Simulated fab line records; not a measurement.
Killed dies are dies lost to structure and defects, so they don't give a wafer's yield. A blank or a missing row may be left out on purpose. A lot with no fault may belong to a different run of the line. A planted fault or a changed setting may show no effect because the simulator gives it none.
Matching of chambers -- flow gf180mcu -- GF_V3_CMP_26 on cmp-02 has 4 sister chambers
The step polishes, stops on SiO2, t overpolish 15 s, target thk 0 nm. 33 wafers are shown with their chamber, then 12 later ones without.

EACH WAFER AND ITS CHAMBER
wafer,chamber,motor current A (A),time to endpoint s (s),overpolish run s (s)
L076.1,1,11.8,83.7,14.995
L076.3,2,11.9,85.7,14.989
L076.6,0,12.4,88.0,14.995
L077.1,2,12.5,84.5,15.002
L077.2,1,12.3,83.3,15.000
L077.4,3,12.8,81.1,15.006
L080.1,0,11.6,86.0,15.012
L080.2,1,12.0,82.1,15.002
L080.5,1,12.4,80.3,14.985
L081.2,0,12.6,85.1,15.002
L081.3,2,11.8,86.4,15.010
L081.4,1,12.3,80.2,15.002
L082.1,1,12.7,84.3,14.993
L082.3,2,12.0,85.6,14.997
L082.5,1,12.3,82.1,15.015
L083.3,0,12.5,87.0,15.011
L083.4,3,13.0,87.2,14.996
L083.5,3,12.7,85.1,15.007
L083.1,2,11.5,88.0,15.017
L083.2,1,11.9,87.5,15.006
L083.6,0,12.0,84.0,15.001
L087.1,3,13.4,81.6,15.000
L087.4,0,11.6,83.2,15.000
L087.5,1,12.0,83.7,15.004
L088.1,1,12.1,81.1,15.011
L088.3,0,12.4,81.6,14.996
L088.5,2,12.8,82.4,15.010
L089.3,1,12.7,85.1,14.999
L089.5,1,11.8,88.6,15.007
L089.6,0,12.5,85.1,14.993
L090.1,3,13.1,81.6,15.014
L090.5,0,12.4,84.5,15.012
L090.6,1,12.0,80.9,15.005

SIGNATURES (averages over the wafers above)
reading,chamber 0,chamber 1,chamber 2,chamber 3,scatter within a chamber
motor current A,12.222,12.177,12.083,13.000,0.36
time to endpoint s,84.944,83.300,85.433,83.320,2.34
overpolish run s,15.00244,15.00185,15.00417,15.00460,0.00809
Rule: for a wafer and a chamber, the distance is found by dividing, reading by reading, the gap between the wafer's reading and the chamber's mean by the reading's scatter, squaring, summing and taking the root. The wafer belongs to the nearest chamber; if the next one is less than 2 further off, it can't be placed. How the scatter is found: for the shown wafers, subtract from each reading the mean of its chamber, square and add these, divide the total by (wafers less chambers), then take the root.

WAFERS WITH NO CHAMBER GIVEN
wafer,motor current A (A),time to endpoint s (s),overpolish run s (s)
L091.1,11.9,84.0,15.015
L091.3,11.9,78.9,14.995
L091.5,13.0,84.4,14.988
L094.2,12.1,82.4,14.999
L094.3,12.8,82.9,15.002
L094.5,12.4,84.8,14.999
L094.1,11.7,86.1,14.990
L094.4,11.9,82.5,14.998
L094.6,13.7,85.3,14.997
L097.3,12.3,86.7,14.988
L097.4,12.9,85.9,14.986
L097.5,12.3,86.6,14.989

WHICH CHAMBER EACH WENT THROUGH
wafer,from the rows above,in truth
L091.1,can't be placed: 2 or 1 or 0 or 3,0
L091.3,can't be placed: 1 or 0 or 2 or 3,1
L091.5,can't be placed: 3 or 0 or 1 or 2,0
L094.2,can't be placed: 1 or 0 or 2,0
L094.3,can't be placed: 3 or 1 or 0 or 2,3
L094.5,can't be placed: 0 or 1 or 2 or 3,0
L094.1,can't be placed: 2 or 0 or 1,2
L094.4,can't be placed: 1 or 0 or 2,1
L094.6,can't be placed: 3 or 0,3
L097.3,can't be placed: 0 or 2 or 1 or 3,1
L097.4,can't be placed: 3 or 0 or 1 or 2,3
L097.5,can't be placed: 0 or 2 or 1 or 3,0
0 of 12 placed correctly. Unplaceable from these rows: 12, with the true chamber sitting among the candidates in 12. 0 placed wrongly.
